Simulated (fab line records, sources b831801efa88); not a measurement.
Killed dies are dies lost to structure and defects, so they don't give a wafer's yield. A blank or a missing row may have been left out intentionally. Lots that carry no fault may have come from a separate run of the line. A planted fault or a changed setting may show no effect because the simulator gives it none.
A single fault, viewed from 2 desks + flow sky130 + what lay behind the numbers comes last; until then each desk has only its own

METROLOGY DESK
Lot by lot, what the gauges showed, no matter which tool ran the lot: averages of those sampled wafers that carry a number. The brackets show how far a lot's mean lies from the usual mean; more than 4 standard deviations puts the lot out of limits, marked OUT.
Columns: A = GATE_OXIDE_OXIDATION_00_THK at SKY_GATE_OXIDE_THK_MEAS_02, usual 10.33 nm; B = GATE_OXIDE_OVL at SKY_GATE_OXIDE_OVL_MEAS_10, usual -0.7 nm
| lot  | first seen here | A     | B    |
|------|-----------------|-------|------|
| L968 | day 13 14:01    | 10.48 | -0.6 |
| L969 | day 13 14:02    | 10.39 | -1.1 |
| L975 | day 15 10:10    | 10.53 | -1.1 |
| L976 | day 15 20:25    | 10.50 | -1.9 |
| L986 | day 19 13:28    | 10.21 | -0.1 |
| L989 | day 20 09:25    | 10.06 | 0.3  |
This desk's finding: nothing out of limits on any of the 6 lots.

AT THE TOOL OWNER'S DESK: implanter-02
The tool's own readings at SKY_GATE_OXIDE_IMPLANT_11: means of the sampled wafers that have a number, for each lot that ran on this tool. The brackets show how far a lot's mean lies from the usual mean; more than 4 standard deviations puts the lot out of limits, marked OUT.
Columns: A = beam energy keV at SKY_GATE_OXIDE_IMPLANT_11, usual 10.000
| lot  | first seen here | A                        |
|------|-----------------|--------------------------|
| L969 | day 14 16:05    | 10.003                   |
| L975 | day 16 13:35    | 11.145 (+99 or more) OUT |
| L976 | day 17 00:43    | 11.145 (+99 or more) OUT |
This desk's verdict: out of limits on L975, L976, starting with L975 at day 16 13:35 (beam energy keV at SKY_GATE_OXIDE_IMPLANT_11). Within limits: L969.

TAKEN TOGETHER
At day 16 13:35, on L975, L976, the tool owner's desk was in a position to raise an alarm.
The metrology desk saw nothing out of limits.
The metrology desk has L975, L976 on record, within its limits.
SKY_GATE_OXIDE_IMPLANT_11 was run on implanter-02 by each of the lots named.

WHAT THE SIMULATOR PUT IN
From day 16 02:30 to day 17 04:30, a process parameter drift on implanter-02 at SKY_GATE_OXIDE_IMPLANT_11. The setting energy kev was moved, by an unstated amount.
Struck lots among those shown: L975, L976.
Hours from the fault's start to each desk's first reading out of limits: the tool owner's desk, 11.
